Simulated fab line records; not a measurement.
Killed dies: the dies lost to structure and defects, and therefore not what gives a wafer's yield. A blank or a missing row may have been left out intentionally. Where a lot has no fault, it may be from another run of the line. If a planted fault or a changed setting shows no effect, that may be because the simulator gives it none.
Chamber matching | flow gf180mcu | GF_V3_CVD_02 on pecvd-01 has 3 sister chambers
The step deposits SiO2 from TEOS, target thk 850 nm, time 94.851 s. 22 wafers are shown with their chamber, then 11 later ones without.

## WAFERS WITH THEIR CHAMBER
wafer  | chamber | heater power w (W)
L074.3 | 2       | 669
L074.5 | 0       | 696
L074.6 | 1       | 862
L077.1 | 0       | 719
L077.3 | 2       | 554
L077.5 | 1       | 864
L078.2 | 0       | 752
L078.3 | 1       | 831
L078.5 | 1       | 868
L080.2 | 0       | 729
L080.5 | 0       | 770
L080.6 | 1       | 805
L081.2 | 0       | 653
L081.4 | 0       | 685
L081.6 | 1       | 805
L084.4 | 2       | 544
L084.5 | 0       | 611
L084.6 | 2       | 622
L088.4 | 2       | 651
L088.5 | 0       | 743
L088.6 | 1       | 840
L091.3 | 1       | 864

SIGNATURES, as means of the wafers listed above
reading        | chamber 0 | chamber 1 | chamber 2 | scatter within a chamber
heater power w | 706.44    | 842.38    | 608.00    | 44.9
Rule: a wafer's distance from a chamber is the root of the sum, over the readings, of the square of ((its reading less the chamber's mean) divided by the reading's scatter). If the next closest chamber is less than 2 further off than the closest, the wafer can't be placed; otherwise it belongs to the closest. The scatter: the root of (the sum of the squares of (reading less its chamber's mean) over the shown wafers, divided by (wafers less chambers)).

## WAFERS WHOSE CHAMBER IS MISSING
wafer  | heater power w (W)
L091.5 | 559
L091.6 | 706
L095.1 | 877
L095.4 | 643
L095.5 | 760
L096.2 | 861
L096.4 | 726
L096.5 | 625
L097.1 | 851
L097.2 | 700
L097.3 | 696

## WHICH CHAMBER EACH WENT THROUGH
wafer  | from the rows above     | in truth
L091.5 | 2                       | 2
L091.6 | 0                       | 0
L095.1 | 1                       | 1
L095.4 | can't be placed: 2 or 0 | 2
L095.5 | can't be placed: 0 or 1 | 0
L096.2 | 1                       | 1
L096.4 | 0                       | 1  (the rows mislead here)
L096.5 | can't be placed: 2 or 0 | 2
L097.1 | 1                       | 1
L097.2 | can't be placed: 0 or 2 | 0
L097.3 | can't be placed: 0 or 2 | 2
Correctly placed: 5 of 11. Can't be placed from these rows: 5 (the true chamber is among the candidates in 5). Number placed wrongly: 1.
